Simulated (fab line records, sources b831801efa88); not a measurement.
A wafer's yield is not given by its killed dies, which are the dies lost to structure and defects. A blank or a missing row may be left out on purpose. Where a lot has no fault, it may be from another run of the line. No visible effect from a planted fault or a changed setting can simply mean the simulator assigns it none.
What tool caused it? :: flow sfq-line :: 14 lots, 42 wafers sampled, at 2 steps of a route of 325

## WHAT THE GAUGES READ, wafer by wafer
Not one reading of a measure or inspect step in the record can be checked against a usual standard deviation.

## WHAT TOOL EACH LOT RAN ON (gives the tool, then ch and the chambers of the sampled wafers, and finally the start)
lot: L103
SFQ_TRILAYER_M3_LITHO_EXPOSE_076: krf-scanner-02 ch 0, day 35 09:04
SFQ_TRILAYER_R5_BARC_OPEN_METAL_ETCH_177: rie-metal-03 ch 0,1, day 51 00:46

lot: L105
SFQ_TRILAYER_M3_LITHO_EXPOSE_076: krf-scanner-01 ch 0, day 38 09:39
SFQ_TRILAYER_R5_BARC_OPEN_METAL_ETCH_177: rie-metal-03 ch 0,1, day 51 03:10

lot: L107
SFQ_TRILAYER_M3_LITHO_EXPOSE_076: krf-scanner-01 ch 0, day 39 07:14
SFQ_TRILAYER_R5_BARC_OPEN_METAL_ETCH_177: rie-metal-01 ch 0,1, day 51 06:38

lot: L108
SFQ_TRILAYER_M3_LITHO_EXPOSE_076: krf-scanner-01 ch 0, day 39 16:38
SFQ_TRILAYER_R5_BARC_OPEN_METAL_ETCH_177: rie-metal-02 ch 0,1, day 51 07:49

lot: L110
SFQ_TRILAYER_M3_LITHO_EXPOSE_076: krf-scanner-01 ch 0, day 40 06:50
SFQ_TRILAYER_R5_BARC_OPEN_METAL_ETCH_177: rie-metal-02 ch 0,1, day 58 06:59

lot: L111
SFQ_TRILAYER_M3_LITHO_EXPOSE_076: krf-scanner-01, day 40 10:26
SFQ_TRILAYER_R5_BARC_OPEN_METAL_ETCH_177: rie-metal-01 ch 0,1, day 64 02:33

lot: L112
SFQ_TRILAYER_M3_LITHO_EXPOSE_076: krf-scanner-01, day 40 15:26
SFQ_TRILAYER_R5_BARC_OPEN_METAL_ETCH_177: rie-metal-02 ch 0,1, day 64 05:33

lot: L117
SFQ_TRILAYER_M3_LITHO_EXPOSE_076: krf-scanner-01 ch 0, day 47 07:13
SFQ_TRILAYER_R5_BARC_OPEN_METAL_ETCH_177: rie-metal-03 ch 0,1, day 64 21:57

lot: L120
SFQ_TRILAYER_M3_LITHO_EXPOSE_076: krf-scanner-01 ch 0, day 47 10:49
SFQ_TRILAYER_R5_BARC_OPEN_METAL_ETCH_177: rie-metal-01 ch 0,1, day 69 13:44

lot: L121
SFQ_TRILAYER_M3_LITHO_EXPOSE_076: krf-scanner-01 ch 0, day 47 11:49
SFQ_TRILAYER_R5_BARC_OPEN_METAL_ETCH_177: rie-metal-01 ch 0,1, day 69 17:20

lot: L122
SFQ_TRILAYER_M3_LITHO_EXPOSE_076: krf-scanner-01 ch 0, day 54 12:10
SFQ_TRILAYER_R5_BARC_OPEN_METAL_ETCH_177: rie-metal-01 ch 0,1, day 70 18:32

lot: L123
SFQ_TRILAYER_M3_LITHO_EXPOSE_076: krf-scanner-01 ch 0, day 54 14:46
SFQ_TRILAYER_R5_BARC_OPEN_METAL_ETCH_177: rie-metal-03 ch 0,1, day 70 22:08

lot: L124
SFQ_TRILAYER_M3_LITHO_EXPOSE_076: krf-scanner-01 ch 0, day 54 18:10
SFQ_TRILAYER_R5_BARC_OPEN_METAL_ETCH_177: rie-metal-02 ch 0,1, day 71 00:32

lot: L126
SFQ_TRILAYER_M3_LITHO_EXPOSE_076: krf-scanner-01 ch 0, day 55 19:46
SFQ_TRILAYER_R5_BARC_OPEN_METAL_ETCH_177: rie-metal-03 ch 0,1, day 79 14:32
- SFQ_TRILAYER_M3_LITHO_EXPOSE_076: exposes mask M3, target cd 500 nm.
- SFQ_TRILAYER_R5_BARC_OPEN_METAL_ETCH_177: etches BARC in O2, target depth 125 nm, time 41.7 s.

## WHAT THE TOOLS THEMSELVES READ (means of the sampled wafers that have a number; where no wafer has one, the mark that the record gives instead)
SFQ_TRILAYER_M3_LITHO_EXPOSE_076.
lot: L103
tool: krf-scanner-02
exposure-dose-mJ-cm2: 14.386
focus-offset-nm (nm): 0.1

lot: L105
tool: krf-scanner-01
exposure-dose-mJ-cm2: 14.404
focus-offset-nm (nm): 0.9

lot: L107
tool: krf-scanner-01
exposure-dose-mJ-cm2: 14.384
focus-offset-nm (nm): 0.2

lot: L108
tool: krf-scanner-01
exposure-dose-mJ-cm2: 14.381
focus-offset-nm (nm): -0.4

lot: L110
tool: krf-scanner-01
exposure-dose-mJ-cm2: 14.414
focus-offset-nm (nm): -0.3

lot: L111
tool: krf-scanner-01
exposure-dose-mJ-cm2: -
focus-offset-nm (nm): -

lot: L112
tool: krf-scanner-01
exposure-dose-mJ-cm2: -
focus-offset-nm (nm): -

lot: L117
tool: krf-scanner-01
exposure-dose-mJ-cm2: 14.430
focus-offset-nm (nm): 0.0

lot: L120
tool: krf-scanner-01
exposure-dose-mJ-cm2: 14.406
focus-offset-nm (nm): -0.3

lot: L121
tool: krf-scanner-01
exposure-dose-mJ-cm2: 14.390
focus-offset-nm (nm): 0.2

lot: L122
tool: krf-scanner-01
exposure-dose-mJ-cm2: 14.393
focus-offset-nm (nm): -0.2

lot: L123
tool: krf-scanner-01
exposure-dose-mJ-cm2: 14.405
focus-offset-nm (nm): 0.6

lot: L124
tool: krf-scanner-01
exposure-dose-mJ-cm2: 14.425
focus-offset-nm (nm): 0.1

lot: L126
tool: krf-scanner-01
exposure-dose-mJ-cm2: 14.379
focus-offset-nm (nm): 0.3

SFQ_TRILAYER_R5_BARC_OPEN_METAL_ETCH_177.
lot: L103
tool: rie-metal-03
drypump-motor-current-A (A): 5.9
oes-product-au (a.u.): 0.686

lot: L105
tool: rie-metal-03
drypump-motor-current-A (A): 5.9
oes-product-au (a.u.): 0.686

lot: L107
tool: rie-metal-01
drypump-motor-current-A (A): 5.8
oes-product-au (a.u.): 0.678

lot: L108
tool: rie-metal-02
drypump-motor-current-A (A): 5.9
oes-product-au (a.u.): 0.684

lot: L110
tool: rie-metal-02
drypump-motor-current-A (A): 6.2
oes-product-au (a.u.): 0.684

lot: L111
tool: rie-metal-01
drypump-motor-current-A (A): 5.8
oes-product-au (a.u.): 0.682

lot: L112
tool: rie-metal-02
drypump-motor-current-A (A): 6.2
oes-product-au (a.u.): 0.681

lot: L117
tool: rie-metal-03
drypump-motor-current-A (A): 5.8
oes-product-au (a.u.): 0.686

lot: L120
tool: rie-metal-01
drypump-motor-current-A (A): 5.9
oes-product-au (a.u.): 0.688

lot: L121
tool: rie-metal-01
drypump-motor-current-A (A): 5.9
oes-product-au (a.u.): 0.682

lot: L122
tool: rie-metal-01
drypump-motor-current-A (A): 5.8
oes-product-au (a.u.): 0.683

lot: L123
tool: rie-metal-03
drypump-motor-current-A (A): 5.8
oes-product-au (a.u.): 0.685

lot: L124
tool: rie-metal-02
drypump-motor-current-A (A): 5.9
oes-product-au (a.u.): 0.683

lot: L126
tool: rie-metal-03
drypump-motor-current-A (A): 5.9
oes-product-au (a.u.): 0.689

## THE ANSWER, worked out from the rows above alone
Rule: the lots themselves supply what counts as usual. The widest of any qualifying gaps counts: lots, ordered by their means at a reading, are off when they make up no more than a third of the lots, leave a main group of 4 or more, and stand apart from it by 3 or more times the standard deviation of that group's means. If all means in a main group match to the digits the tables above print for the reading, that group is not used. A lot without any number at a reading at which 4 lots or more have one is off too. All remaining lots with rows at the step are treated as sound. Order of review: gauges by route order, followed by the tools' own readings, for which a lot's mean as printed above is used. The first step at which some lot is off is used, and at that step the reading that is off furthest; a lot without a number counts as furthest.
Off, at SFQ_TRILAYER_M3_LITHO_EXPOSE_076 on exposure-dose-mJ-cm2: L111, L112. Without a number there: L111, L112. The main group has a mean of 14.400 with a standard deviation of 0.016.
If a tool, at that step or one of the process steps before it, ran each lot that is off and ran no sound lot following the first of them, it fits. Not one of the candidates tried fits.

## WHAT THE SIMULATOR PUT IN
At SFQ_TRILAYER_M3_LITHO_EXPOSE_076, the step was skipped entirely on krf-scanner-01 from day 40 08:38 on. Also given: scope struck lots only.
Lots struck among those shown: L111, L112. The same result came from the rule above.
